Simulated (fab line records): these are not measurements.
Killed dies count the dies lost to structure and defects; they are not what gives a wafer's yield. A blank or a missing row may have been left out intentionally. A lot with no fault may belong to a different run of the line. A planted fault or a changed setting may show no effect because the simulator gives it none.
Which tool did it? -- flow sky130 -- 14 lots, 42 wafers sampled, at 2 steps of a route of 708

## WHAT EACH GAUGE READ, for each wafer
SKY_SONOS_TUNNEL_OVL_MEAS_08. Usual: for SONOS_TUNNEL_OVL the level is -0.5 nm and the standard deviation is 1.5.
lot,measured,on,SONOS_TUNNEL_OVL (nm),flag
L530,day 11 06:49,overlay-01,0.8 1.0 2.6,
L531,day 11 12:17,overlay-02,-2.8 -2.0 -1.2,
L534,day 12 15:24,overlay-02,1.3 2.1 2.3,
L535,day 12 20:31,overlay-02,0.5 1.3 -0.7,
L537,day 13 08:22,overlay-01,-1.2 -2.6 -2.1,
L538,day 13 22:55,overlay-02,-0.7 -1.2 -1.6,
L539,day 14 06:45,overlay-01,-0.3 0.5 0.8,
L540,day 14 08:21,overlay-02,-0.9 -1.2 -1.4,
L541,day 14 17:12,overlay-01,38.8 41.4 40.3,OFF
L542,day 14 21:52,overlay-02,36.7 37.2 36.1,OFF
L543,day 15 09:53,overlay-01,1.0 1.1 0.3,
L545,day 16 02:15,overlay-01,-2.0 -1.4 -0.9,
L549,day 17 11:58,overlay-02,1.3 -0.5 0.1,
L550,day 17 18:48,overlay-01,-1.7 -1.3 -1.7,

## WHAT TOOL EACH LOT RAN ON (gives the tool, then ch and the chambers of the sampled wafers, and finally the start)
lot,SKY_SONOS_TUNNEL_EXPOSE_04
L530,"iline-stepper-01 ch 0, day 10 19:01"
L531,"iline-stepper-02 ch 0, day 11 01:30"
L534,"iline-stepper-01 ch 0, day 12 04:01"
L535,"iline-stepper-02 ch 0, day 12 08:21"
L537,"iline-stepper-02 ch 0, day 12 20:57"
L538,"iline-stepper-01 ch 0, day 13 11:20"
L539,"iline-stepper-01 ch 0, day 13 18:16"
L540,"iline-stepper-02 ch 0, day 13 19:33"
L541,"iline-stepper-01 ch 0, day 14 04:46"
L542,"iline-stepper-01 ch 0, day 14 09:11"
L543,"iline-stepper-02 ch 0, day 14 20:40"
L545,"iline-stepper-02 ch 0, day 15 12:30"
L549,"iline-stepper-02 ch 0, day 16 22:37"
L550,"iline-stepper-02 ch 0, day 17 04:08"
- SKY_SONOS_TUNNEL_EXPOSE_04: exposes mask TUNM, target cd 410 nm.

## AS READ BY THE TOOLS THEMSELVES (means over the sampled wafers that have a number; for cases with no such wafer, the mark the record gives instead)
SKY_SONOS_TUNNEL_EXPOSE_04. Usual: -0.2 nm for focus-offset-nm, sd 0.57.
lot,tool,focus-offset-nm (nm),flag
L530,iline-stepper-01,0.1,
L531,iline-stepper-02,-0.7,
L534,iline-stepper-01,-0.3,
L535,iline-stepper-02,0.1,
L537,iline-stepper-02,0.0,
L538,iline-stepper-01,-0.6,
L539,iline-stepper-01,-0.0,
L540,iline-stepper-02,0.3,
L541,iline-stepper-01,-0.8,
L542,iline-stepper-01,0.2,
L543,iline-stepper-02,0.3,
L545,iline-stepper-02,-0.4,
L549,iline-stepper-02,-0.0,
L550,iline-stepper-02,0.3,

## THE ANSWER, worked out from the rows above alone
Rule: take the mean of a lot's wafers that have a number; if it is more than 3 standard deviations from the usual mean, the lot is off. Also off: a lot with no number at a reading for which 4 or more lots have one. The other lots that the step has rows for count as sound. Order of review: gauges by route order, followed by the tools' own readings, for which a lot's mean as printed above is used. At the first step where some lot is off, the reading lying furthest off is the one used; lots without a number count as furthest.
Off: L541, L542, seen at SKY_SONOS_TUNNEL_OVL_MEAS_08 (SONOS_TUNNEL_OVL).
If a tool, at a process step before that reading, ran all the lots that are off and no sound lot after the first of them, it fits. Those tools and the gauges at SKY_SONOS_TUNNEL_OVL_MEAS_08 are tried in the same way. One candidate fits, namely iline-stepper-01 at SKY_SONOS_TUNNEL_EXPOSE_04. Its last sound lot is L539 (day 13 18:16), its first lot that is off L541 (day 14 04:46): a fault that began between those two fits.

## WHAT HAD BEEN PUT IN BY THE SIMULATOR
Scanner matching overlay: iline-stepper-01, from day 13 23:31 on, at SKY_SONOS_TUNNEL_EXPOSE_04. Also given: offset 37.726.
Struck lots among those shown: L541, L542. The rule above reached the same finding.
